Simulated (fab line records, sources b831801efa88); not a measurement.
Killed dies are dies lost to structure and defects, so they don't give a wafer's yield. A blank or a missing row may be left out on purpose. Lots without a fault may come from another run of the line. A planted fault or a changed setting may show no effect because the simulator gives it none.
fab line records | flow sky130
record lots=12 wafers=35 last_day=50
route steps=708 shown VIA1@482 VIA2@521 METAL3@536 CAPM@541 PAD_OPEN@708
lots that met no fault: from a run of the same line without faults
start_h: hours from the record's first day to the start of the lot's first wafer shown | wait_h: hours since the lot's step before | " the same as in the row above | L1.1+2: a row that stands for several wafers | - no value, or no start given | * or withheld: withheld | < > ~ a bound
route shown NAME@n: a module of which the file shows steps, and the number in the route of the first | usual: mean/standard deviation of fault-free wafers | same: alike in all rows | chamber/n: place in a boat | sites: the reading at each site | _std_site: their standard deviation | _edge_site: outer sites' mean less inner sites' | radius_mm: how far each site lies from the wafer's centre | mask NAME#n: copy n | behind: the tool/chamber that last shaped the wafer | hold: why the lot was held/for how many hours/how that ended | device: the transistor (n, p or np) that didn't switch | end of line: the same wafers' tests at the end of the route | a step without rows: its recipe alone | killed: dies lost to structure and defects at the first sort, not the wafer's yield | map: a wafer's dies, x killed, . not, _ none there
set.NAME: the setting as run; set.NAME@STEP: as run at that earlier step | model.NAME: the simulator's own value behind a step, which no gauge read
steps of the route over a sample of lots; a table a step, a row a wafer
services: from which hour (start_h, from the record's first day; less than 0 if before it) a tool's chamber was out of use, for how many hours, and why
## steps
# step SKY_VIA1_CMP_24
# recipe stop_on=SiO2 t_overpolish_s=15 down_force_psi=3.5 platen_rpm=60 target_thk_nm=0 pad_velocity_m_s=0.94248
# usual motor_current_A=10.9/0.95 overpolish_run_s=15.000/0.0094 time_to_endpoint_s=65/4
# columns lot.wafer tool chamber start_h wait_h motor_current_A overpolish_run_s time_to_endpoint_s
L849.1 cmp-02 3 787.63 0.1 9.7 15.002 66
L849.3 " 1 " " 12.1 14.976 65
L849.6 " 2 " " 10.1 14.999 73
L852.4 cmp-01 2 817.29 0.1 11.1 14.995 57
L852.2 " 3 " " 12.5 15.001 58
L852.6 " 0 " " 11.0 14.999 73
L857.1 cmp-02 3 853.97 0.1 10.0 14.996 65
L857.2 " 0 " " 11.1 14.994 65
L857.3 " 1 " " 11.6 15.004 69
L858.1 cmp-02 2 864.63 0.1 10.1 14.988 72
L858.2 " 1 " " 11.4 15.026 69
L858.6 " 2 " " 10.9 14.999 70
L859.3 cmp-01 2 870.05 0.1 11.0 15.006 68
L859.2 " 3 " " 12.5 15.015 64
L862.3 cmp-02 0 893.66 0.1 11.1 15.002 65
L862.6 " 2 " " 10.5 14.996 69
L862.5 " 3 " " 10.2 15.005 63
L863.1 cmp-02 2 904.99 0.1 10.8 15.001 70
L863.3 " 0 " " 11.2 14.998 63
L863.6 " 3 " " 10.1 15.001 62
L865.3 cmp-01 0 922.64 0.1 10.5 15.002 68
L865.5 " 2 " " 11.4 15.008 60
L865.6 " 3 " " 12.5 15.004 61
L866.3 cmp-01 1 936.04 0.0 10.1 14.992 63
L866.2 " 0 " " 10.7 15.016 69
L866.5 " 2 " " 11.2 15.003 62
L867.3 cmp-01 0 937.74 0.1 11.1 14.989 70
L867.2 " 1 " " 10.2 14.995 65
L867.6 " 1 " " 9.1 15.013 63
L870.2 cmp-01 0 951.16 0.1 10.9 14.997 67
L870.4 " 1 " " 9.7 15.009 59
L870.5 " 3 " " 13.6 15.011 60
L871.1 cmp-02 2 961.21 0.2 10.3 15.007 76
L871.6 " 3 " " 10.3 15.001 71
L871.5 " 0 " " 10.8 14.988 67
# step SKY_VIA2_ETCH_14
# recipe chemistry=N2/H2 target=BARC ion_energy_ev=200 source_w=500 bias_w=100 pressure_mtorr=30 n2_flow_sccm=100 h2_flow_sccm=200 stop_on=SiO2 time_s=45.9 target_depth_a=600
# usual bias_w=99.99/0.26 drypump_motor_current_A=5.59/0.24 oes_product_au=0.855/0.0053 throttle_valve_pct=13.225/0.0091
# columns lot.wafer tool chamber start_h wait_h bias_w drypump_motor_current_A oes_product_au rf_hours_counter_h throttle_valve_pct
L849.1 rie_diel-03 0 842.80 0.0 99.89 6.04 0.855 5 13.222
L849.3 " 2 " " 99.78 5.67 0.858 2 13.208
L849.6 " 2 " " 99.64 5.68 0.856 - 13.216
L852.2 rie_diel-04 3 871.50 0.0 100.24 5.52 0.855 4 13.231
L852.4 " 2 " " 100.65 5.46 0.859 15 13.225
L852.6 " 3 " " 99.83 5.52 0.856 - 13.228
L857.1 rie_diel-04 3 906.85 0.0 99.94 5.50 0.856 5 13.222
L857.2 " 1 " " 100.21 5.50 0.858 9 13.225
L857.3 " 0 " " 99.88 5.31 0.855 3 13.224
L858.1 rie_diel-03 3 916.50 0.0 100.02 5.49 0.845 26 13.230
L858.2 " 2 " " 100.22 5.70 0.856 4 13.242
L858.6 " 2 " " 100.17 5.68 0.848 - 13.229
L859.2 rie_diel-03 2 922.95 0.0 88.06 5.67 0.850 5 13.217
L859.3 " 3 " " 88.04 5.50 0.853 26 13.221
L862.3 rie_diel-03 0 944.95 0.0 88.23 6.03 0.851 9 13.214
L862.5 " 1 " " 87.54 5.91 0.843 - 13.217
L862.6 " 2 " " 88.33 5.67 0.856 - 13.220
L863.1 rie_diel-02 1 957.28 0.0 99.98 5.87 0.859 15 13.228
L863.3 " 2 " " 99.56 5.64 0.846 11 13.228
L863.6 " 0 " " 99.99 5.13 0.846 - 13.225
L865.3 rie_diel-02 1 973.33 0.0 100.10 5.85 0.859 15 13.230
L865.5 " 2 " " 99.93 5.66 0.853 - 13.216
L865.6 " 3 " " 99.76 5.48 0.860 - 13.219
L866.2 rie_diel-04 2 986.40 0.0 100.27 5.48 0.860 18 13.225
L866.3 " 1 " " 100.21 5.53 0.856 12 13.226
L866.5 " 3 " " 99.69 5.52 0.859 - 13.233
L867.2 rie_diel-02 2 987.53 0.0 100.43 5.65 0.855 11 13.228
L867.3 " 0 " " 99.87 5.15 0.860 20 13.235
L867.6 " 3 " " 100.28 5.49 0.865 - 13.222
L870.2 rie_diel-02 0 1000.46 0.0 99.77 5.14 0.848 21 13.226
L870.4 " 2 " " 100.22 5.65 0.860 12 13.219
L870.5 " 1 " " 99.95 5.79 0.867 - 13.236
L871.1 rie_diel-03 1 1010.75 0.0 99.85 5.94 0.854 4 13.219
L871.5 " 0 " " 99.98 6.03 0.853 - 13.240
L871.6 " 1 " " 99.64 5.94 0.850 - 13.245
# step SKY_METAL3_SPUTTER_04
# recipe material=TiN target_thk_nm=70 power_w=6500 time_s=58.3 chamber_pressure_pa=0.4
# usual throttle_valve_pct=29.9/1.3
# columns lot.wafer tool chamber start_h wait_h throttle_valve_pct
L849.1 pvd_sputter-04 - 844.28 0.0 30.4
L849.3 " - " " 29.6
L849.6 " - " " 30.1
L852.2 pvd_sputter-04 - 873.01 0.0 29.6
L852.4 " - " " 30.4
L852.6 " - " " 30.1
L857.1 pvd_sputter-01 - 908.57 0.0 31.0
L857.2 " - " " 29.5
L857.3 " - " " 29.9
L858.1 pvd_sputter-01 - 917.98 0.0 29.8
L858.2 " - " " 31.3
L858.6 " - " " 30.1
L859.2 pvd_sputter-04 - 924.46 0.0 29.9
L859.3 " - " " 27.5
L862.3 pvd_sputter-01 - 946.43 0.0 29.9
L862.5 " - " " 31.0
L862.6 " - " " 31.2
L863.1 pvd_sputter-02 - 958.75 0.0 33.4
L863.3 " - " " 30.5
L863.6 " - " " 31.1
L865.3 pvd_sputter-01 - 974.80 0.0 31.0
L865.5 " - " " 31.0
L865.6 " - " " 31.2
L866.2 pvd_sputter-01 - 988.01 0.0 31.1
L866.3 " - " " 30.9
L866.5 " - " " 31.0
L867.2 pvd_sputter-01 - 989.07 0.0 31.2
L867.3 " - " " 30.9
L867.6 " - " " 31.1
L870.2 pvd_sputter-04 - 1001.93 0.0 29.9
L870.4 " - " " 29.7
L870.5 " - " " 27.4
L871.1 pvd_sputter-02 - 1012.22 0.0 33.5
L871.5 " - " " 33.4
L871.6 " - " " 31.0
# step SKY_CAPM_THK_MEAS_04
# recipe thk_meas_gauge=xrf reads=TiN_of_CAPM_SPUTTER_02
# usual CAPM_TIN_THK=201.5/2.2
# columns lot.wafer tool chamber start_h wait_h CAPM_TIN_THK[nm]
L849.1 film_metro-03 - 844.64 0.1 206.8
L849.3 " - " " 202.2
L849.6 " - " " 203.7
L852.2 film_metro-02 - 873.39 0.1 201.6
L852.4 " - " " 203.8
L852.6 " - " " 201.8
L857.1 film_metro-04 - 908.93 0.1 200.7
L857.2 " - " " 203.2
L857.3 " - " " 203.2
L858.1 film_metro-03 - 918.34 0.1 202.0
L858.2 " - " " 202.3
L858.6 " - " " 202.4
L859.2 film_metro-04 - 924.83 0.1 200.3
L859.3 " - " " 201.0
L862.3 film_metro-03 - 946.81 0.1 196.4
L862.5 " - " " 199.1
L862.6 " - " " 198.3
L863.1 film_metro-02 - 959.11 0.1 200.0
L863.3 " - " " 203.0
L863.6 " - " " 200.3
L865.3 film_metro-03 - 975.18 0.1 196.9
L865.5 " - " " 199.6
L865.6 " - " " 198.3
L866.2 film_metro-02 - 988.38 0.1 204.1
L866.3 " - " " 201.4
L866.5 " - " " 203.1
L867.2 film_metro-02 - 989.44 0.1 205.0
L867.3 " - " " 204.6
L867.6 " - " " 204.8
L870.2 film_metro-02 - 1002.30 0.1 198.5
L870.4 " - " " 196.5
L870.5 " - " " 199.7
L871.1 film_metro-02 - 1012.58 0.1 201.6
L871.5 " - " " 200.6
L871.6 " - " " 198.2
# step SKY_PAD_OPEN_PROBE_99
# usual defect_limited_yield=82.6/2 killed_at_M0_to_M3=44/7.3 killed_at_M4_up=3.1/1.6 killed_at_contacts=24/5.4 killed_at_front_end=15/4 killed_at_other=0.2/0.49 killed_dies=86/10 killed_open=48/7.3 killed_short=38/6.3 sort_bin_3_pad_short=0.8/0.45 sort_bin_5_function=10.3/1.5 sort_bin_6_memory=6.3/1.2 sort_n_pass=406/10 sort_yield_pct=82.6/2
# same gross_dies=492 killed_at_back_side=0 sort_bin_4_leakage[%]=0 sort_bin_8_speed[%]=0
# columns lot.wafer tool chamber start_h wait_h defect_limited_yield[%] killed_at_M0_to_M3 killed_at_M4_up killed_at_contacts killed_at_front_end killed_at_other killed_dies killed_open killed_short sort_bin_3_pad_short[%] sort_bin_5_function[%] sort_bin_6_memory[%] sort_n_pass sort_yield_pct[%]
L859.2 prober-02 - 1134.68 0.1 82.9 46 4 22 12 0 84 48 36 1.0 8.3 7.7 408 82.9
L859.3 prober-02 - 1134.73 0.2 81.9 49 2 26 12 0 89 42 47 1.0 9.8 7.3 403 81.9
L862.3 prober-01 - 1150.84 0.2 80.7 41 7 30 17 0 95 51 44 0.4 11.8 7.1 397 80.7
L862.5 prober-01 - 1150.94 0.2 79.9 63 4 20 12 0 99 45 54 0.8 11.8 7.5 393 79.9
L862.6 prober-01 - 1150.99 0.2 79.9 58 6 24 10 1 99 51 48 1.0 12.2 6.9 393 79.9
L863.1 prober-02 - 1160.98 0.1 85.2 37 5 23 8 0 73 38 35 0.4 8.3 6.1 419 85.2
L863.3 prober-02 - 1161.08 0.2 81.1 51 0 29 13 0 93 55 38 0.6 12.0 6.3 399 81.1
L863.6 prober-02 - 1161.23 0.2 82.1 51 3 20 13 1 88 46 42 1.2 8.3 8.3 404 82.1
L865.3 prober-02 - 1172.64 0.2 80.9 51 2 27 14 0 94 49 45 1.2 10.6 7.3 398 80.9
L865.5 prober-02 - 1172.74 0.2 82.7 43 3 24 15 0 85 44 41 1.0 9.1 7.1 407 82.7
L865.6 prober-02 - 1172.79 0.2 82.7 46 2 25 12 0 85 46 39 1.0 9.1 7.1 407 82.7
L866.2 prober-02 - 1182.57 0.1 80.3 48 4 26 18 1 97 48 49 1.4 9.8 8.5 395 80.3
L866.3 prober-02 - 1182.62 0.2 81.3 48 3 30 11 0 92 48 44 0.8 12.0 5.9 400 81.3
L866.5 prober-02 - 1182.72 0.2 83.1 50 0 15 18 0 83 39 44 0.8 9.1 6.9 409 83.1
# killed by level:class
L859.2 VIA1:geometric_particle:open=11 METAL2:geometric_particle:short=9 CONTACT:geometric_particle:open=9 VIA2:geometric_particle:open=7 FIELD_ISO:geometric_particle:open=4 POLY_GATE:geometric_particle:open=4 METAL1:geometric_particle:short=4 LI_CONTACT:geometric_particle:open=4
L859.3 CONTACT:geometric_particle:open=9 VIA1:geometric_particle:open=9 VIA2:geometric_particle:open=9 CONTACT:geometric_particle:short=7 METAL3:geometric_particle:short=7 METAL1:geometric_particle:short=5 VIA3:geometric_particle:short=5 POLY_GATE:geometric_particle:short=4
L862.3 CONTACT:geometric_particle:open=11 VIA1:geometric_particle:open=10 FIELD_ISO:geometric_particle:open=7 LI_CONTACT:geometric_particle:open=7 METAL2:geometric_particle:short=7 FIELD_ISO:geometric_particle:short=6 LOCAL_INTERCONNECT:geometric_particle:short=6 CONTACT:geometric_particle:short=5
L862.5 METAL2:geometric_particle:short=10 VIA2:geometric_particle:open=9 METAL1:geometric_particle:short=9 VIA1:geometric_particle:short=8 CONTACT:geometric_particle:open=8 VIA1:geometric_particle:open=8 LI_CONTACT:geometric_particle:open=7 FIELD_ISO:geometric_particle:short=6
L862.6 VIA1:geometric_particle:short=10 VIA1:geometric_particle:open=9 LI_CONTACT:geometric_particle:open=8 VIA2:geometric_particle:open=8 CONTACT:geometric_particle:open=7 METAL1:geometric_particle:short=6 VIA3:geometric_particle:open=6 METAL2:geometric_particle:short=5
L863.1 VIA2:geometric_particle:open=6 VIA3:geometric_particle:open=6 CONTACT:geometric_particle:open=6 LI_CONTACT:geometric_particle:short=5 LI_CONTACT:geometric_particle:open=5 LOCAL_INTERCONNECT:geometric_particle:short=5 METAL1:geometric_particle:short=4 METAL2:geometric_particle:short=4
L863.3 VIA1:geometric_particle:open=16 CONTACT:geometric_particle:open=10 VIA2:geometric_particle:open=9 LI_CONTACT:geometric_particle:open=7 LOCAL_INTERCONNECT:geometric_particle:short=6 METAL2:geometric_particle:short=6 VIA1:geometric_particle:short=5 METAL2:geometric_particle:open=5
L863.6 VIA1:geometric_particle:open=13 VIA2:geometric_particle:open=9 CONTACT:geometric_particle:open=6 METAL2:geometric_particle:short=6 VIA3:geometric_particle:short=6 FIELD_ISO:geometric_particle:short=5 LI_CONTACT:geometric_particle:open=5 METAL1:geometric_particle:short=5
L865.3 VIA1:geometric_particle:open=15 CONTACT:geometric_particle:open=11 METAL1:geometric_particle:short=9 METAL3:geometric_particle:short=8 FIELD_ISO:geometric_particle:short=6 LOCAL_INTERCONNECT:geometric_particle:short=6 VIA3:geometric_particle:open=6 FIELD_ISO:geometric_particle:open=5
L865.5 VIA1:geometric_particle:open=13 LOCAL_INTERCONNECT:geometric_particle:short=9 LI_CONTACT:geometric_particle:open=6 METAL1:geometric_particle:short=5 METAL2:geometric_particle:short=5 VIA3:geometric_particle:open=5 FIELD_ISO:geometric_particle:short=4 POLY_GATE:geometric_particle:open=4
L865.6 LI_CONTACT:geometric_particle:open=11 VIA1:geometric_particle:open=9 METAL1:geometric_particle:short=6 CONTACT:geometric_particle:open=5 VIA2:geometric_particle:open=5 VIA3:geometric_particle:open=5 LOCAL_INTERCONNECT:geometric_particle:short=4 VIA1:geometric_particle:short=4
L866.2 VIA1:geometric_particle:open=12 CONTACT:geometric_particle:open=11 METAL2:geometric_particle:short=8 FIELD_ISO:geometric_particle:short=6 CONTACT:geometric_particle:short=5 VIA2:geometric_particle:open=5 VIA3:geometric_particle:open=5 LI_CONTACT:geometric_particle:short=4
L866.3 CONTACT:geometric_particle:short=10 LI_CONTACT:geometric_particle:open=9 METAL1:geometric_particle:short=9 VIA2:geometric_particle:open=9 VIA1:geometric_particle:open=6 VIA3:geometric_particle:open=6 FIELD_ISO:geometric_particle:open=5 LOCAL_INTERCONNECT:geometric_particle:short=5
L866.5 VIA1:geometric_particle:open=11 METAL1:geometric_particle:short=10 METAL2:geometric_particle:short=9 FIELD_ISO:geometric_particle:open=6 VIA3:geometric_particle:open=5 VIA2:geometric_particle:open=4 LI_CONTACT:geometric_particle:open=4 CONTACT:geometric_particle:short=4
## services
# columns tool chamber start_h hours kind
rie_diel-02 2 772.10 6.1 repair
cmp-02 - 783.71 2.2 repair
rie_diel-02 1 795.33 4.6 repair
pvd_sputter-02 - 802.46 1.1 repair
pvd_sputter-02 - 803.03 1.2 repair
pvd_sputter-02 - 811.89 4.4 repair
rie_diel-03 0 817.89 7.6 repair
cmp-01 - 818.35 1.9 repair
rie_diel-04 - 820.24 0.3 repair
cmp-01 - 827.37 4.3 pm
cmp-01 - 835.05 2.0 repair
pvd_sputter-01 - 841.57 7.9 repair
rie_diel-04 3 858.19 3.9 repair
rie_diel-03 3 858.65 2.2 repair
rie_diel-04 0 861.36 4.6 repair
cmp-01 - 866.99 0.9 repair
rie_diel-02 3 878.51 9.8 repair
rie_diel-02 0 894.33 1.9 repair
rie_diel-02 0 896.53 8.9 repair
cmp-01 - 912.00 4.0 pm
cmp-01 - 916.00 - consumable_replace:conditioner
cmp-02 - 935.41 8.7 pm
pvd_sputter-02 - 935.83 12.5 repair
cmp-01 - 964.35 4.0 repair
## key
first_sign step=SKY_VIA2_ETCH_14 reading=bias_w direction=down sigmas=46 usual=99.99 struck=88.04
effect none on later readings
met_at SKY_VIA2_ETCH_14
struck_lots L859,L862
not_acting_at SKY_VIA1_CMP_24,SKY_METAL3_SPUTTER_04,SKY_CAPM_THK_MEAS_04
onset_between 916.50 922.95
fault kind=process_parameter_drift tool=rie_diel-03 chamber=- onset_h=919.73 steps=SKY_VIA2_ETCH_14 channel=bias_w offset=-11.887 shape=step end_h=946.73 acts_in=these_recipes_only stated=100
